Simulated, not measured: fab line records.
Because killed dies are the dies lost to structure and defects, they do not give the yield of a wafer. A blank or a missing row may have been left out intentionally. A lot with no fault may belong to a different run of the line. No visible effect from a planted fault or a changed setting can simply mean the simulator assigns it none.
fab line records	flow sky130
record: lots: 5	wafers: 27
route steps=708 shown FIELD_ISO@4 POLY_GATE@231 LI_CONTACT@376 METAL1@434 METAL2@487 VIA3@584
startH: hours from the record's opening day to when the first of the lot's shown wafers began	waitH: time in hours since the lot's previous step	" as in the row above	L1.1+2: one row covering several wafers at once	- either no value or no given start	* or withheld: withheld	< > ~ a bound
route shown NAME@n: names a module that has steps shown in the file, with the first one's number in the route	usual: mean/standard deviation of fault-free wafers	same: alike in all rows	chamber/n: place in a boat	sites: per-site readings	_std_site: standard deviation across them	_edge_site: mean of outer sites minus mean of inner sites	radiusMm: how far each site lies from the wafer's centre	mask NAME#n: copy n	behind: the last tool/chamber to shape the wafer	hold: the reason the lot was held/the length of the hold in hours/how it ended	device: the n, p or np transistor that did not switch	end of line: the route-end tests of the same wafers	where a step has no rows: the recipe by itself	killed: count of dies lost to structure and defects at first sort (not the wafer's yield)	map: shows each die of a wafer: x if killed, . if not, _ if none is there
set.NAME: the setting the step ran with; set.NAME@STEP: the setting that earlier step ran with	model.NAME: the simulator's own value behind a step, which no gauge read
lots whose settings were changed on purpose; a table a step, a row a wafer
== steps ==
step: SKY_FIELD_ISO_CVD_03
recipe: material: Si3N4	precursor: DCS/NH3	targetThkNm: 165	tempC: 770	timeS: 2830	pressureMtorr: 250
lot.wafer	tool	chamber	startH	waitH	set.timeS
L076.1+2+3+4+5+6	-	-	-	0.1	2830
L078.3+4+5	lpcvd-02	0	39.13	1.2	2830
L079.1+2+3+4+5+6	-	-	-	1.2	1680
L083.1+2+3+4+5+6	-	-	-	0.1	1612
L084.1+2+3+4+5+6	-	-	-	0.1	2830
step: SKY_FIELD_ISO_DEHYDRATE_05
recipe: tempC: 200	timeS: 60
step: SKY_FIELD_ISO_ETCH_14
recipe: chemistry: N2/H2	target: BARC	ionEnergyEv: 200	sourceW: 500	biasW: 100	pressureMtorr: 30	n2FlowSccm: 100	h2FlowSccm: 200	stopOn: SiO2	timeS: 45.9	targetDepthA: 600
step: SKY_FIELD_ISO_ETCH_15
recipe: chemistry: CHF3/O2	targetDepthNm: 180	stopOn: Si	sourceW: 600	biasW: 200	pressureMtorr: 40	chf3FlowSccm: 50	O2_flow_sccm: 5	timeS: 72
usual: oesProductAu: 0.946/0.0061
lot.wafer	tool	chamber	startH	waitH	set.timeS@FIELD_ISO_CVD_03	oesProductAu
L076.1	rieDiel-02	1	42.59	0.0	2830	0.949
L076.2	"	0	"	"	2830	0.947
L076.3	"	2	"	"	2830	0.949
L076.4	"	3	"	"	2830	0.952
L076.5	"	0	"	"	2830	0.952
L076.6	"	3	"	"	2830	0.946
L078.3	rieDiel-02	0	56.12	0.0	2830	0.937
L078.4	"	1	"	"	2830	0.939
L078.5	"	1	"	"	2830	0.942
L079.1	rieDiel-03	2	56.34	0.0	1680	0.708
L079.2	"	0	"	"	1680	0.718
L079.3	"	3	"	"	1680	0.711
L079.4	"	1	"	"	1680	0.721
L079.5	"	3	"	"	1680	0.717
L079.6	"	0	"	"	1680	0.718
L083.1	rieDiel-02	1	78.84	0.0	1612	0.700
L083.2	"	0	"	"	1612	0.701
L083.3	"	2	"	"	1612	0.705
L083.4	"	3	"	"	1612	0.699
L083.5	"	3	"	"	1612	0.698
L083.6	"	0	"	"	1612	0.703
L084.1	rieDiel-04	3	83.60	0.0	2830	0.943
L084.2	"	2	"	"	2830	0.943
L084.3	"	0	"	"	2830	0.941
L084.4	"	1	"	"	2830	0.953
L084.5	"	0	"	"	2830	0.940
L084.6	"	3	"	"	2830	0.947
step: SKY_POLY_GATE_ETCH_17
recipe: targetDepthNm: 180	stopOn: SiO2	overEtchFrac: 0.56667	chemistry: HBr/Cl2	target: poly-Si	icpW: 400	biasW: 100	pressureMtorr: 10	HBr_flow_sccm: 150	Cl2_flow_sccm: 50	timeS: 70.5
lot.wafer	tool	chamber	startH	waitH	set.timeS	model.POLY_GATE.featureDepthNm	model.KrF-thick_of_POLY_GATE_COAT_08.thkNm
L076.1	rieSi-02	0	407.72	0.0	51.41	130.5	163.5
L076.2	"	3	"	"	51.41	129.5	169.3
L076.3	"	1	"	"	70.5	177.6	141.3
L076.4	"	2	"	"	70.5	174.6	145.2
L076.5	"	1	"	"	70.5	178.1	141.8
L076.6	"	2	"	"	51.41	128.1	166.5
L078.3	rieSi-01	3	427.24	0.0	70.5	178.8	144.5
L078.4	"	0	"	"	70.5	178.1	140.2
L078.5	"	0	"	"	70.5	176.3	139.9
L079.1	rieSi-01	3	431.47	0.0	54.77	141.8	159.2
L079.2	"	2	"	"	54.77	138.5	164.8
L079.3	"	1	"	"	70.5	177.1	133.7
L079.4	"	0	"	"	70.5	177.2	139.9
L079.5	"	1	"	"	54.77	143	161.4
L079.6	"	2	"	"	70.5	177.3	143.9
L084.1	rieSi-02	0	457.04	0.0	70.5	178.7	138.5
L084.2	"	2	"	"	70.5	173.1	147.2
L084.3	"	3	"	"	70.5	176.6	143.9
L084.4	"	1	"	"	70.5	176	146
L084.5	"	1	"	"	70.5	175.5	146.9
L084.6	"	0	"	"	70.5	178.4	144.4
L083.1	rieSi-01	0	459.19	0.0	28.29	73.15	198.5
L083.2	"	2	"	"	70.5	178.6	144.3
L083.3	"	1	"	"	70.5	180	142.8
L083.4	"	1	"	"	28.29	74.07	196.4
L083.5	"	0	"	"	70.5	180.8	141
L083.6	"	2	"	"	28.29	73.23	195.6
step: SKY_POLY_GATE_STRIP_18
recipe: chemistry: O2/N2	powerW: 1400	pressureMtorr: 1500	platenTempC: withheld	o2FlowSccm: 3000	n2FlowSccm: 300	overashFraction: 0.5
usual: stripTimeToEndpointS: 3.18/0.036
lot.wafer	tool	chamber	startH	waitH	set.timeS@POLY_GATE_ETCH_17	stripTimeToEndpointS
L076.1	plasmaAsher-02	1	407.78	0.0	51.41	3.40
L076.2	"	0	"	"	51.41	3.46
L076.3	"	1	"	"	70.5	3.18
L076.4	"	0	"	"	70.5	3.22
L076.5	"	0	"	"	70.5	3.19
L076.6	"	1	"	"	51.41	3.43
L078.3	plasmaAsher-02	1	427.33	0.1	70.5	3.22
L078.4	"	0	"	"	70.5	3.17
L078.5	"	1	"	"	70.5	3.18
L079.1	plasmaAsher-04	0	431.53	0.0	54.77	3.37
L079.2	"	1	"	"	54.77	3.46
L079.3	"	1	"	"	70.5	3.09
L079.4	"	0	"	"	70.5	3.17
L079.5	"	1	"	"	54.77	3.42
L079.6	"	0	"	"	70.5	3.21
L084.1	plasmaAsher-02	1	457.10	0.0	70.5	3.14
L084.2	"	0	"	"	70.5	3.25
L084.3	"	1	"	"	70.5	3.20
L084.4	"	0	"	"	70.5	3.24
L084.5	"	0	"	"	70.5	3.24
L084.6	"	1	"	"	70.5	3.23
L083.1	plasmaAsher-02	1	459.25	0.0	28.29	3.80
L083.2	"	0	"	"	70.5	3.20
L083.3	"	0	"	"	70.5	3.20
L083.4	"	1	"	"	28.29	3.79
L083.5	"	0	"	"	70.5	3.17
L083.6	"	1	"	"	28.29	3.76
step: SKY_LI_CONTACT_ETCH_14
recipe: chemistry: N2/H2	target: BARC	ionEnergyEv: 200	sourceW: 500	biasW: 100	pressureMtorr: 30	n2FlowSccm: 100	h2FlowSccm: 200	stopOn: SiO2	timeS: 45.9	targetDepthA: 600
usual: oesProductAu: 0.865/0.005
lot.wafer	tool	chamber	startH	waitH	set.timeS	oesProductAu	model.KrF-thick_of_LI_CONTACT_COAT_07.thkNm
L076.1	rieDiel-02	0	715.33	0.0	34.88	0.990	402.8
L076.2	"	1	"	"	34.88	0.987	402.7
L076.3	"	2	"	"	34.88	1.005	403.7
L076.4	"	3	"	"	45.9	0.860	390.6
L076.5	"	2	"	"	45.9	0.874	392.4
L076.6	"	3	"	"	45.9	0.864	391.8
L078.3	rieDiel-03	1	732.03	0.0	45.9	0.859	392.6
L078.4	"	2	"	"	45.9	0.864	393.4
L078.5	"	2	"	"	45.9	0.869	391.5
L079.1	rieDiel-02	1	736.97	0.0	54.09	0.819	386.1
L079.2	"	3	"	"	45.9	0.863	391.5
L079.3	"	2	"	"	45.9	0.864	392.6
L079.4	"	0	"	"	54.09	0.830	385.6
L079.5	"	0	"	"	45.9	0.861	392.3
L079.6	"	1	"	"	54.09	0.838	385
L084.1	rieDiel-03	2	755.41	0.0	57.31	0.823	381.8
L084.2	"	1	"	"	45.9	0.864	394.1
L084.3	"	0	"	"	57.31	0.832	382.1
L084.4	"	3	"	"	57.31	0.835	382.8
L084.5	"	3	"	"	45.9	0.872	394
L084.6	"	0	"	"	45.9	0.866	393.1
L083.1	rieDiel-01	1	756.53	0.0	45.9	0.867	393.1
L083.2	"	0	"	"	45.9	0.871	394.2
L083.3	"	2	"	"	45.9	0.867	393.4
L083.4	"	2	"	"	45.9	0.863	394.5
L083.5	"	0	"	"	45.9	0.866	393.6
L083.6	"	1	"	"	45.9	0.863	393
step: SKY_LI_CONTACT_ETCH_15
recipe: target: PSG	chemistry: C4F8/O2/Ar	stopOn: Si	taperDeg: 4.15	maskMaterial: KrF-thick	sourceW: 1500	biasW: 1200	pressureMtorr: 40	c4f8FlowSccm: withheld	O2_flow_sccm: 6	Ar_flow_sccm: 300	timeS: withheld	targetDepthA: 6000
lot.wafer	tool	chamber	startH	waitH	set.timeS@LI_CONTACT_ETCH_14	model.KrF-thick_of_LI_CONTACT_COAT_07.thkNm
L076.1	rieDiel-02	0	715.37	0.0	*	241.3
L076.2	"	1	"	"	*	241.7
L076.3	"	2	"	"	*	239.3
L076.4	"	3	"	"	*	224.9
L076.5	"	2	"	"	*	227.7
L076.6	"	3	"	"	*	225.4
L078.3	rieDiel-03	1	732.07	0.0	*	232.6
L078.4	"	2	"	"	*	232.7
L078.5	"	2	"	"	*	231.9
L079.1	rieDiel-02	1	737.01	0.0	*	226.4
L079.2	"	3	"	"	*	224.8
L079.3	"	2	"	"	*	228.3
L079.4	"	0	"	"	*	223.9
L079.5	"	0	"	"	*	232
L079.6	"	1	"	"	*	225.1
L084.1	rieDiel-03	2	755.45	0.0	*	222.2
L084.2	"	1	"	"	*	235
L084.3	"	0	"	"	*	220.7
L084.4	"	3	"	"	*	223.2
L084.5	"	3	"	"	*	233
L084.6	"	0	"	"	*	231.5
L083.1+6	rieDiel-01	1	756.57	0.0	*	232.6
L083.2	"	0	"	"	*	234.3
L083.3	"	2	"	"	*	236.8
L083.4	"	2	"	"	*	236.2
L083.5	"	0	"	"	*	232.4
step: SKY_LI_CONTACT_STRIP_16
recipe: chemistry: O2/N2	powerW: 1400	pressureMtorr: 1500	platenTempC: withheld	o2FlowSccm: 3000	n2FlowSccm: 300	overashFraction: 0.5
usual: stripTimeToEndpointS: 3.51/0.032
lot.wafer	tool	chamber	startH	waitH	set.timeS@LI_CONTACT_ETCH_14	stripTimeToEndpointS
L076.1	plasmaAsher-01	1	715.46	-	34.88	3.62
L076.2	"	0	"	"	34.88	3.62
L076.3	"	1	"	"	34.88	3.60
L076.4	"	0	"	"	45.9	3.46
L076.5	"	1	"	"	45.9	3.46
L076.6	"	0	"	"	45.9	3.43
L078.3	plasmaAsher-03	0	732.19	-	45.9	3.52
L078.4	"	1	"	"	45.9	3.53
L078.5	"	0	"	"	45.9	3.52
L079.1	plasmaAsher-03	1	737.10	-	54.09	3.44
L079.2	"	0	"	"	45.9	3.43
L079.3	"	1	"	"	45.9	3.46
L079.4	"	0	"	"	54.09	3.42
L079.5	"	0	"	"	45.9	3.51
L079.6	"	1	"	"	54.09	3.43
L084.1	plasmaAsher-03	0	755.54	-	57.31	3.41
L084.2	"	1	"	"	45.9	3.54
L084.3	"	1	"	"	57.31	3.39
L084.4	"	0	"	"	57.31	3.43
L084.5	"	1	"	"	45.9	3.52
L084.6	"	0	"	"	45.9	3.51
L083.1	plasmaAsher-01	0	756.66	-	45.9	3.53
L083.2	"	1	"	"	45.9	3.53
L083.3	"	0	"	"	45.9	3.58
L083.4	"	1	"	"	45.9	3.55
L083.5	"	1	"	"	45.9	3.51
L083.6	"	0	"	"	45.9	3.52
step: SKY_METAL1_SPUTTER_00
recipe: material: Ti	targetThkNm: 15	powerW: 3000	timeS: 10	chamberPressurePa: 0.4
lot.wafer	tool	chamber	startH	waitH	set.timeS	model.Ti_of_METAL1_SPUTTER_00.thkNm
L076.1+4	pvdSputter-02	-	777.01	0.2	10	14.79
L076.2	"	-	"	"	10	14.83
L076.3	"	-	"	"	14.97	22.35
L076.5	"	-	"	"	14.97	22.38
L076.6	"	-	"	"	14.97	22.39
L078.3	pvdSputter-02	-	789.81	0.1	10	14.88
L078.4	"	-	"	"	10	15.14
L078.5	"	-	"	"	10	14.9
L079.1	pvdSputter-02	-	795.87	0.2	10	14.83
L079.2	"	-	"	"	10	14.74
L079.3	"	-	"	"	10	14.66
L079.4	"	-	"	"	10	14.88
L079.5	"	-	"	"	10	14.89
L079.6	"	-	"	"	10	14.93
L084.1	pvdSputter-04	-	813.09	0.1	10	15.13
L084.2	"	-	"	"	10	14.9
L084.3	"	-	"	"	10	15.01
L084.4	"	-	"	"	10	14.93
L084.5	"	-	"	"	10	14.99
L084.6	"	-	"	"	10	14.98
L083.1	pvdSputter-01	-	814.57	0.2	10	14.8
L083.2	"	-	"	"	10	14.56
L083.3	"	-	"	"	10	14.65
L083.4	"	-	"	"	6.73	9.694
L083.5	"	-	"	"	6.73	9.592
L083.6	"	-	"	"	6.73	9.624
step: SKY_METAL2_SPUTTER_04
recipe: material: TiN	targetThkNm: 70	powerW: 6500	timeS: 58.3	chamberPressurePa: 0.4
lot.wafer	tool	chamber	startH	waitH	set.timeS	model.TiN_of_METAL2_SPUTTER_04.thkNm
L076.1	pvdSputter-03	-	832.69	0.0	58.3	69.43
L076.2	"	-	"	"	58.3	69.06
L076.3+6	"	-	"	"	88.24	105.6
L076.4	"	-	"	"	88.24	105.7
L076.5	"	-	"	"	58.3	68.77
L078.3	pvdSputter-01	-	844.74	0.0	58.3	70.95
L078.4	"	-	"	"	58.3	69.35
L078.5	"	-	"	"	58.3	70.2
L079.1	pvdSputter-01	-	850.84	0.0	47.27	56.79
L079.2	"	-	"	"	58.3	71.36
L079.3	"	-	"	"	58.3	70.12
L079.4	"	-	"	"	47.27	56.92
L079.5	"	-	"	"	47.27	58.35
L079.6	"	-	"	"	58.3	70.62
L084.1	pvdSputter-01	-	867.34	0.0	58.3	70.47
L084.2	"	-	"	"	58.3	71.66
L084.3	"	-	"	"	28.88	35.56
L084.4	"	-	"	"	58.3	70.63
L084.5	"	-	"	"	28.88	36.05
L084.6	"	-	"	"	28.88	34.95
L083.1	pvdSputter-01	-	868.89	0.0	58.3	69.03
L083.2	"	-	"	"	58.3	68.8
L083.3+5	"	-	"	"	58.3	68.76
L083.4	"	-	"	"	58.3	70.04
L083.6	"	-	"	"	58.3	69.85
step: SKY_METAL2_THK_MEAS_06
recipe: thkMeasGauge: xrf	reads: AlCu_of_METAL2_SPUTTER_02
usual: METAL2_ALCU_THK: 253/3.4
lot.wafer	tool	chamber	startH	waitH	set.timeS@METAL2_SPUTTER_04	METAL2_ALCU_THK[nm]
L076.1	filmMetro-03	-	832.86	0.1	58.3	254
L076.2	"	-	"	"	58.3	255
L076.3	"	-	"	"	88.24	238
L076.4	"	-	"	"	88.24	239
L076.5	"	-	"	"	58.3	254
L076.6	"	-	"	"	88.24	238
L078.3	filmMetro-01	-	844.93	0.1	58.3	253
L078.4	"	-	"	"	58.3	251
L078.5	"	-	"	"	58.3	254
L079.1	filmMetro-03	-	851.01	0.1	47.27	256
L079.2	"	-	"	"	58.3	254
L079.3	"	-	"	"	58.3	256
L079.4	"	-	"	"	47.27	257
L079.5	"	-	"	"	47.27	259
L079.6	"	-	"	"	58.3	255
L084.1	filmMetro-01	-	867.51	0.1	58.3	247
L084.2	"	-	"	"	58.3	249
L084.3	"	-	"	"	28.88	268
L084.4	"	-	"	"	58.3	248
L084.5	"	-	"	"	28.88	268
L084.6	"	-	"	"	28.88	265
L083.1	filmMetro-01	-	869.06	0.1	58.3	249
L083.2	"	-	"	"	58.3	245
L083.3	"	-	"	"	58.3	245
L083.4	"	-	"	"	58.3	248
L083.5	"	-	"	"	58.3	245
L083.6	"	-	"	"	58.3	251
step: SKY_METAL2_METAL_ETCH_19
recipe: targetDepthA: 3600	stopOn: SiO2	overEtchFrac: 0.3	timeS: 78	chemistry: Cl2/BCl3	resistSidewallDeg: 88	pressureMtorr: 10	icpW: 900	biasW: 48.5	Cl2_flow_sccm: 60	bcl3FlowSccm: 30
lot.wafer	tool	chamber	startH	waitH	set.timeS	model.KrF-thick_of_METAL2_COAT_10.thkNm	model.METAL2.cdNm
L076.1	rieMetal-03	0	858.65	0.1	55.25	233.8	149.8
L076.2	"	0	"	"	78	165.8	143.1
L076.3	"	0	"	"	78	-	142.8
L076.4	"	0	"	"	78	-	141.2
L076.5	"	0	"	"	55.25	232.6	149.9
L076.6	"	0	"	"	55.25	-	151.1
L078.3	rieMetal-01	0	870.39	0.1	78	155.2	142.3
L078.4	"	1	"	"	78	155.1	145.2
L078.5	"	1	"	"	78	152.7	144.1
L079.1	rieMetal-04	1	876.03	0.0	78	-	137.8
L079.2	"	0	"	"	78	156.7	137.3
L079.3	"	0	"	"	78	155.1	139.1
L079.4	"	1	"	"	78	-	140.8
L079.5	"	0	"	"	78	-	137.1
L079.6	"	1	"	"	78	155.9	137.3
L084.1	rieMetal-03	0	892.94	0.0	111.7	65.37	129.1
L084.2	"	1	"	"	111.7	50.27	127.8
L084.3	"	1	"	"	78	-	141.2
L084.4	"	0	"	"	78	163	139.8
L084.5	"	0	"	"	78	-	140
L084.6	"	1	"	"	111.7	-	128.3
L083.1	rieMetal-04	1	894.71	0.0	119.5	33.77	124
L083.2	"	0	"	"	119.5	34.74	124.1
L083.3	"	0	"	"	78	161	140
L083.4	"	1	"	"	78	161.2	139.6
L083.5	"	1	"	"	119.5	36.19	124.9
L083.6	"	0	"	"	78	161.4	137
step: SKY_METAL2_STRIP_20
recipe: chemistry: O2/N2	powerW: 1400	pressureMtorr: 1500	platenTempC: withheld	o2FlowSccm: 3000	n2FlowSccm: 300	overashFraction: 0.5
usual: oesProductAu: 0.342/0.0046	stripTimeToEndpointS: 2.69/0.048
lot.wafer	tool	chamber	startH	waitH	set.timeS@METAL2_METAL_ETCH_19	oesProductAu	stripTimeToEndpointS
L076.1	plasmaAsher-04	0	858.83	0.2	55.25	0.372	3.51
L076.2	"	1	"	"	78	0.347	2.77
L076.3	"	1	"	"	78	0.338	2.75
L076.4	"	0	"	"	78	0.349	2.77
L076.5	"	1	"	"	55.25	0.374	3.50
L076.6	"	0	"	"	55.25	0.377	3.48
L078.3	plasmaAsher-02	0	870.48	0.1	78	0.343	2.64
L078.4	"	1	"	"	78	0.348	2.65
L078.5	"	0	"	"	78	0.349	2.64
L079.1	plasmaAsher-02	1	876.12	0.1	78	0.342	2.65
L079.2	"	0	"	"	78	0.344	2.68
L079.3	"	1	"	"	78	0.346	2.66
L079.4	"	0	"	"	78	0.349	2.68
L079.5	"	1	"	"	78	0.342	2.65
L079.6	"	0	"	"	78	0.336	2.67
L084.1	plasmaAsher-03	0	893.03	0.1	111.7	0.297	1.66
L084.2	"	1	"	"	111.7	0.286	1.47
L084.3	"	1	"	"	78	0.342	2.63
L084.4	"	0	"	"	78	0.338	2.75
L084.5	"	1	"	"	78	0.341	2.76
L084.6	"	0	"	"	111.7	0.287	1.46
L083.1	plasmaAsher-04	0	894.80	0.1	119.5	0.288	1.29
L083.2	"	1	"	"	119.5	0.281	1.31
L083.3	"	0	"	"	78	0.338	2.73
L083.4	"	1	"	"	78	0.350	2.71
L083.5	"	0	"	"	119.5	0.283	1.33
L083.6	"	1	"	"	78	0.340	2.74
step: SKY_VIA3_DEVELOP_11
recipe: developTimeS: 60	resist: KrF-thick	devTempC: 21
lot.wafer	tool	chamber	startH	waitH	set.developTimeS
L076.1+4+6	lithoTrack-01	0	-	-	49.47
L076.2+3+5	"	0	"	"	60
L078.3+4+5	lithoTrack-04	0	-	-	60
L079.1+3+6	lithoTrack-01	0	-	-	60
L079.2+4+5	"	0	"	"	70.05
L084.1+3+5	lithoTrack-01	0	-	-	60
L084.2+4+6	"	0	"	"	26.64
L083.1+2+6	lithoTrack-03	0	-	-	60
L083.3+4+5	"	0	"	"	50.55
step: SKY_VIA3_CD_MEAS_12
recipe: targetCdNm: 200
usual: cdNm: 200.8/1.6
lot.wafer	tool	chamber	startH	waitH	set.developTimeS@VIA3_DEVELOP_11	cdNm
L076.1	cdSem-02	-	961.49	-	49.47	194.5
L076.2	"	-	"	"	60	198.3
L076.3	"	-	"	"	60	197.6
L076.4	"	-	"	"	49.47	195.2
L076.5	"	-	"	"	60	198.0
L076.6	"	-	"	"	49.47	194.9
L078.3	cdSem-01	-	973.35	-	60	201.4
L078.4	"	-	"	"	60	200.3
L078.5	"	-	"	"	60	200.5
L079.1	cdSem-01	-	977.59	-	60	199.5
L079.2	"	-	"	"	70.05	202.4
L079.3	"	-	"	"	60	199.5
L079.4	"	-	"	"	70.05	202.0
L079.5	"	-	"	"	70.05	201.9
L079.6	"	-	"	"	60	199.9
L084.1	cdSem-02	-	993.84	-	60	200.7
L084.2	"	-	"	"	26.64	185.6
L084.3	"	-	"	"	60	200.9
L084.4	"	-	"	"	26.64	185.2
L084.5	"	-	"	"	60	200.1
L084.6	"	-	"	"	26.64	185.8
L083.1	cdSem-01	-	996.43	-	60	202.6
L083.2	"	-	"	"	60	203.3
L083.3	"	-	"	"	50.55	199.4
L083.4	"	-	"	"	50.55	201.0
L083.5	"	-	"	"	50.55	199.6
L083.6	"	-	"	"	60	203.5
step: SKY_VIA3_ETCH_14
recipe: chemistry: N2/H2	target: BARC	ionEnergyEv: 204.2	sourceW: 500	biasW: 100	pressureMtorr: 30	n2FlowSccm: 100	h2FlowSccm: 200	stopOn: SiO2	timeS: 45.9	targetDepthA: 600
lot.wafer	tool	chamber	startH	waitH	set.developTimeS@VIA3_DEVELOP_11	model.VIA3.cdNm
L076.1	rieDiel-04	0	961.64	0.0	49.47	194.3
L076.2+5	"	1	"	"	60	197.8
L076.3	"	3	"	"	60	197.9
L076.4	"	2	"	"	49.47	196.8
L076.6	"	0	"	"	49.47	194.9
L078.3	rieDiel-03	1	973.46	0.0	60	201.1
L078.4	"	0	"	"	60	200.6
L078.5	"	0	"	"	60	200.9
L079.1	rieDiel-01	3	977.74	0.0	60	200.4
L079.2	"	0	"	"	70.05	201.7
L079.3	"	2	"	"	60	199.6
L079.4+5	"	1,2	"	"	70.05	201.3
L079.6	"	3	"	"	60	201
L084.1	rieDiel-04	0	993.99	0.0	60	200.2
L084.2+6	"	1,0	"	"	26.64	185.6
L084.3	"	3	"	"	60	201.8
L084.4	"	2	"	"	26.64	186.1
L084.5	"	3	"	"	60	199.9
L083.1	rieDiel-04	2	996.58	0.0	60	203.2
L083.2	"	0	"	"	60	202.8
L083.3	"	1	"	"	50.55	199.4
L083.4	"	3	"	"	50.55	201
L083.5	"	1	"	"	50.55	200.3
L083.6	"	2	"	"	60	204.7
== key ==
split: step: SKY_FIELD_ISO_CVD_03	setting: timeS	stated: 2830	by: lot
response: step: SKY_FIELD_ISO_ETCH_15	reading: oesProductAu	change: +0.00567	per: 1%	r: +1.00
split: step: SKY_POLY_GATE_ETCH_17	setting: timeS	stated: 70.5	by: wafer
response: step: SKY_POLY_GATE_ETCH_17	reading: model.POLY_GATE.featureDepthNm	change: +1.76	per: 1%	r: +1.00
response: step: SKY_POLY_GATE_ETCH_17	reading: model.KrF-thick_of_POLY_GATE_COAT_08.thkNm	change: -0.911	per: 1%	r: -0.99
response: step: SKY_POLY_GATE_STRIP_18	reading: stripTimeToEndpointS	change: *	per: 1%	r: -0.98
split: step: SKY_LI_CONTACT_ETCH_14	setting: timeS	stated: 45.9	by: wafer
response: step: SKY_LI_CONTACT_ETCH_14	reading: oesProductAu	change: -0.00304	per: 1%	r: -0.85
response: step: SKY_LI_CONTACT_ETCH_14	reading: model.KrF-thick_of_LI_CONTACT_COAT_07.thkNm	change: -0.449	per: 1%	r: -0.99
response: step: SKY_LI_CONTACT_ETCH_15	reading: model.KrF-thick_of_LI_CONTACT_COAT_07.thkNm	change: -0.456	per: 1%	r: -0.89
response: step: SKY_LI_CONTACT_STRIP_16	reading: stripTimeToEndpointS	change: *	per: 1%	r: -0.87
split: step: SKY_METAL1_SPUTTER_00	setting: timeS	stated: 10	by: wafer
response: step: SKY_METAL1_SPUTTER_00	reading: model.Ti_of_METAL1_SPUTTER_00.thkNm	change: +0.153	per: 1%	r: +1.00
split: step: SKY_METAL2_SPUTTER_04	setting: timeS	stated: 58.3	by: wafer
response: step: SKY_METAL2_SPUTTER_04	reading: model.TiN_of_METAL2_SPUTTER_04.thkNm	change: +0.707	per: 1%	r: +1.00
response: step: SKY_METAL2_THK_MEAS_06	reading: METAL2_ALCU_THK	change: -0.33	per: 1%	r: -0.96
split: step: SKY_METAL2_METAL_ETCH_19	setting: timeS	stated: 78	by: wafer
response: step: SKY_METAL2_METAL_ETCH_19	reading: model.KrF-thick_of_METAL2_COAT_10.thkNm	change: -2.38	per: 1%	r: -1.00
response: step: SKY_METAL2_METAL_ETCH_19	reading: model.METAL2.cdNm	change: -0.273	per: 1%	r: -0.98
response: step: SKY_METAL2_STRIP_20	reading: oesProductAu	change: -0.00111	per: 1%	r: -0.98
response: step: SKY_METAL2_STRIP_20	reading: stripTimeToEndpointS	change: *	per: 1%	r: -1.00
split: step: SKY_VIA3_DEVELOP_11	setting: developTimeS	stated: 60	by: wafer
response: step: SKY_VIA3_CD_MEAS_12	reading: cdNm	change: +0.249	per: 1%	r: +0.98
response: step: SKY_VIA3_ETCH_14	reading: model.VIA3.cdNm	change: +0.24	per: 1%	r: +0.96
